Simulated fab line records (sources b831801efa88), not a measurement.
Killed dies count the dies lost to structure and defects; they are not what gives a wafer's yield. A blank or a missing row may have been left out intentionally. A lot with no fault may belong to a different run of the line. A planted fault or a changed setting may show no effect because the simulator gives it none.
Which tool did it? :: flow gf180mcu :: Sampling: 14 lots, 42 wafers, 2 of 602 route steps

## WHAT EACH GAUGE READ, for each wafer
GF_HV_LDD_TW_MEAS_23. Usual: HV_LDD_2_TW typically reads 1060, with standard deviation 11.
lot: L389
measured: day 10 20:40
on: film metro-01
HV_LDD_2_TW: 1071 1062 1065
flag: 

lot: L390
measured: day 11 01:58
on: film metro-01
HV_LDD_2_TW: 1063 1068 1070
flag: 

lot: L391
measured: day 11 10:37
on: film metro-04
HV_LDD_2_TW: 1038 1044 1043
flag: 

lot: L393
measured: day 12 03:24
on: film metro-04
HV_LDD_2_TW: 1033 1035 1040
flag: 

lot: L399
measured: day 14 03:55
on: film metro-03
HV_LDD_2_TW: 1059 1060 1057
flag: 

lot: L400
measured: day 14 09:15
on: film metro-03
HV_LDD_2_TW: 1062 1059 1056
flag: 

lot: L403
measured: day 15 10:55
on: film metro-03
HV_LDD_2_TW: 1057 1056 1056
flag: 

lot: L404
measured: day 15 17:40
on: film metro-04
HV_LDD_2_TW: 1047 1050 1048
flag: 

lot: L405
measured: day 15 20:50
on: film metro-01
HV_LDD_2_TW: 1061 1066 1069
flag: 

lot: L406
measured: day 16 04:07
on: film metro-03
HV_LDD_2_TW: 1070 1066 1063
flag: 

lot: L407
measured: day 16 09:38
on: film metro-01
HV_LDD_2_TW: 1058 1057 1052
flag: 

lot: L408
measured: day 16 20:05
on: film metro-01
HV_LDD_2_TW: 1055 1050 1052
flag: 

lot: L409
measured: day 17 07:57
on: film metro-01
HV_LDD_2_TW: 1061 1065 1063
flag: 

lot: L411
measured: day 17 16:22
on: film metro-04
HV_LDD_2_TW: 1039 1045 1039
flag: 

GF_HV_LDD_CD_MEAS_46: target cd 400 nm. Usual: 400.5 nm for cd nm, sd 2.3.
lot: L389
measured: day 12 10:51
on: cd sem-02
cd nm (nm): 401.9 402.3 401.1
flag: 

lot: L390
measured: day 12 16:19
on: cd sem-02
cd nm (nm): 400.5 401.1 400.7
flag: 

lot: L391
measured: day 13 01:32
on: cd sem-02
cd nm (nm): 399.0 398.0 399.1
flag: 

lot: L393
measured: day 13 19:15
on: cd sem-02
cd nm (nm): 398.0 395.8 398.1
flag: 

lot: L399
measured: day 15 23:45
on: cd sem-02
cd nm (nm): 400.4 398.7 397.5
flag: 

lot: L400
measured: day 16 03:57
on: cd sem-01
cd nm (nm): 400.2 400.1 399.9
flag: 

lot: L403
measured: day 17 08:28
on: cd sem-01
cd nm (nm): 399.6 398.9 400.6
flag: 

lot: L404
measured: day 17 14:36
on: cd sem-02
cd nm (nm): 400.9 402.2 401.5
flag: 

lot: L405
measured: day 17 18:34
on: cd sem-01
cd nm (nm): 402.1 403.4 402.3
flag: 

lot: L406
measured: day 18 02:34
on: cd sem-02
cd nm (nm): 401.3 401.1 398.7
flag: 

lot: L407
measured: day 18 07:30
on: cd sem-01
cd nm (nm): 398.7 399.9 395.1
flag: 

lot: L408
measured: day 18 19:06
on: cd sem-02
cd nm (nm): 400.2 400.5 396.9
flag: 

lot: L409
measured: day 19 06:49
on: cd sem-02
cd nm (nm): 400.3 400.7 400.7
flag: 

lot: L411
measured: day 19 16:48
on: cd sem-02
cd nm (nm): 401.1 401.7 399.1
flag: 

## WHICH TOOL RAN EACH LOT (tool, then ch and the chambers of the sampled wafers, then the start)
Before these readings, the record contains no process step.

## WHAT THE TOOLS THEMSELVES READ (means of the sampled wafers that have a number; where no wafer has one, the mark that the record gives instead)
The record holds no such reading with a usual standard deviation.

## THE ANSWER, worked out from the rows above alone
Rule: a lot counts as off when the mean over its wafers that have a number is more than 3 standard deviations away from the usual mean. Also off: a lot with no number at a reading for which 4 or more lots have one. The other lots that the step has rows for count as sound. After the gauges, taken in route order, come the tools' own readings; for these a lot's mean is taken, as printed above. At the first step where some lot is off, the reading lying furthest off is the one used; lots without a number count as furthest.
No lot is off on any of the readings shown, so nothing can be concluded from this.

## WHAT THE SIMULATOR HAD PUT IN
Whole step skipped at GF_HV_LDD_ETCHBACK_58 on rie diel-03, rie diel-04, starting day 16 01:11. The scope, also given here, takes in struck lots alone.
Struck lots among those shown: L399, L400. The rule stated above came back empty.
